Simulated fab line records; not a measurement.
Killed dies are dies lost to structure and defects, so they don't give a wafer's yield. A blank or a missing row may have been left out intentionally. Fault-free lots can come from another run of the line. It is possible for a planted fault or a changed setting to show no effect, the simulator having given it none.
A struck lot beside a sound one || flow sfq_line || 14 steps out of a route of 325
Sound: these wafers, L489.1, L489.3, L489.5. Struck: wafers L491.1, L491.6 (left out: L491.2, a lot-mate that was not struck); the cause follows at the end.
Each step with rows lists, per side, the tool, then ch with its chambers, then its first start. Under that, the readings that differ: sound wafers || struck wafers || difference of the means || sigmas: that difference in standard deviations of wafers without a fault.
alike: readings whose means differ by less than 2 such deviations, and words and numbers that are the same on both sides. not compared: withheld readings, readings that some wafer has no value for, bounds like >300 that may hide the same value, and numbers for which the record gives no deviation and whose values overlap.
A row with sigmas, a row that says differs or no value, or rows on one side alone: a step with any of these is where the two part. Non-overlapping numbers with no deviation appear without sigmas and do not part them. Lack of a reading on every wafer of one side parts them only where that side has two or more wafers.

SFQ_TRILAYER_I1_CMP_CMP_046: polishes SiO2.
  sound on cmp-02 ch 2,3, day 20 17:22; struck on cmp-01 ch 0, day 21 17:22
  alike: motor_current_A, time_to_endpoint_s
SFQ_I1_BOW_MEAS_912:
  sound: film_metro-02 at day 20 20:22; struck: film_metro-02 at day 21 20:22
  alike: I1_BOW
SFQ_TRILAYER_I1_METRO_MEASURE_047:
  sound: film_metro-02 at day 20 20:29; struck: film_metro-02 at day 21 20:29
  alike: thk_nm
then, 6 steps without rows for these wafers: SFQ_TRILAYER_I1_VIA_LITHO_COAT_054 (resist thk 62 nm); SFQ_TRILAYER_I1_VIA_LITHO_COAT_049 (resist thk 650 nm); SFQ_TRILAYER_I1_VIA_LITHO_SOFTBAKE_053; SFQ_TRILAYER_I1_VIA_LITHO_EXPOSE_050 (exposes mask I1, target cd 500 nm); SFQ_TRILAYER_I1_VIA_LITHO_PEB_052 (peb time 60 s); SFQ_TRILAYER_I1_VIA_LITHO_DEVELOP_051 (time 60 s).
-- the record jumps here: 6 days lie between the struck wafers' starts before and after --
SFQ_I1_OVL_MEAS_913:
  sound: overlay-01 at day 27 05:22; struck: overlay-02 at day 28 00:34
  alike: I1_OVL
SFQ_TRILAYER_I1_VIA_BARC_OPEN_VIA_ETCH_071: etches BARC in O2, target depth 125 nm, time 41.7 s.
  sound on rie_diel-01 ch 0,1, day 27 05:24; struck on rie_diel-03 ch 3, day 28 00:36
  alike: drypump_motor_current_A, oes_product_au
  not compared: rf_hours_counter_h
SFQ_TRILAYER_I1_VIA_ETCH_VIA_ETCH_052: etches SiO2 in CHF3, stops on Nb, target depth 260 nm.
  sound on rie_diel-01 ch 0,1, day 27 05:26; struck on rie_diel-03 ch 3, day 28 00:38
  alike: drypump_motor_current_A, oes_product_au
SFQ_TRILAYER_I1_VIA_STRIP_STRIP_053: strips in O2.
  sound on rie_metal-04 ch 1, day 27 05:33; struck on rie_metal-01 ch 1, day 28 00:45
{"reading": "chamber_pressure_mTorr (mTorr)", "sound": "49.98 49.97 49.99", "struck": "60.01 59.95", "difference": "+10.00", "sigmas": "+99 or more"}
  alike: drypump_motor_current_A, oes_product_au
  not compared: rf_hours_counter_h
then, 1 step without rows for these wafers: SFQ_TRILAYER_I1_VIA_STRIP_SOLV_CLEAN_054 (cleans in NMP, time 600 s).

== WHERE THEY PART ==
Only at SFQ_TRILAYER_I1_VIA_STRIP_STRIP_053, as far as this record shows.

WHY: the cause the simulator had injected
rie_metal-01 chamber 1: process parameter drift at SFQ_TRILAYER_I1_VIA_STRIP_STRIP_053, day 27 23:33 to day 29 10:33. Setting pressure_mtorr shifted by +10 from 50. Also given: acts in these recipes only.
